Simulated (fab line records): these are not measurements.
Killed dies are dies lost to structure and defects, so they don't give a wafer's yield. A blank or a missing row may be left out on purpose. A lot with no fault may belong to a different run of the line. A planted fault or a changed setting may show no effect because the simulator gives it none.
One fault seen from 2 desks -- flow sky130 -- what lay behind the numbers comes last; until then each desk has only its own

== THE TOOL OWNER'S DESK: litho track-03 ==
The tool's own readings at SKY_LDD_P_DEVELOP_06 (develop time 60 s): means of the sampled wafers that have a number, for each lot that ran on this tool. A lot is out of limits, marked OUT, if its mean lies more than 4 standard deviations from the usual mean; the brackets give that distance.
Columns: A = developer temp C at SKY_LDD_P_DEVELOP_06, usual 23.00 C
lot,first seen here,A
L412,day 19 03:05,22.99
L413,day 19 14:53,23.17
L414,day 19 18:52,22.94
L415,day 20 10:59,22.92
L425,day 25 07:29,23.06
L427,day 25 11:59,22.95
L433,day 27 02:56,22.24 (-8.9) OUT
L432,day 27 07:16,22.34 (-7.8) OUT
This desk's verdict: out of limits on L432, L433, starting with L433 at day 27 02:56 (developer temp C at SKY_LDD_P_DEVELOP_06). Within limits: L412, L413, L414, L415, L425, L427.

== FROM THE METROLOGY DESK ==
What the gauges read, lot by lot, whatever tool the lot ran on: means of the sampled wafers that have a number. A lot is out of limits, marked OUT, if its mean lies more than 4 standard deviations from the usual mean; the brackets give that distance.
Columns: A = cd nm at SKY_SONOS_ONO_CD_MEAS_13, usual 410.0 nm; B = cd nm at SKY_LDD_P_CD_MEAS_07, usual 378.8 nm; C = LDD_HVN_OVL at SKY_LDD_HVN_OVL_MEAS_07, usual 0.3 nm
lot,first seen here,A,B,C
L411,day 12 08:28,410.6,378.3,0.8
L412,day 12 16:50,409.8,379.6,0.6
L413,day 13 03:32,408.5,381.0,-0.1
L414,day 13 08:28,406.7,376.6,-0.8
L415,day 14 03:02,407.1,380.4,0.2
L417,day 14 12:41,409.1,377.0,1.5
L418,day 14 22:20,408.0,378.6,0.8
L420,day 16 02:31,411.6,378.3,1.0
L423,day 17 05:50,410.2,374.1,1.0
L425,day 18 15:44,413.5,377.7,0.1
L427,day 18 18:08,408.5,381.4,0.9
L430,day 19 08:11,410.3,380.7,-1.4
L433,day 20 12:16,409.8,384.7,2.7
L432,day 20 12:37,408.1,380.1,-0.5
This desk's finding: nothing out of limits on any of the 14 lots.

== TAKEN TOGETHER ==
An alarm could have come from the tool owner's desk at day 27 02:56, on L432, L433.
Nothing out of limits was seen by the metrology desk.
The metrology desk has L432, L433 on record, within its limits.
SKY_LDD_P_DEVELOP_06 was run on litho track-03 by each of the lots named.

== WHAT WAS PUT IN BY THE SIMULATOR ==
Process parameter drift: litho track-03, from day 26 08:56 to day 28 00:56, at SKY_LDD_P_DEVELOP_06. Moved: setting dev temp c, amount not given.
Lots struck among those shown: L432, L433.
Hours from the fault's start to each desk's first reading out of limits: the tool owner's desk, 18.
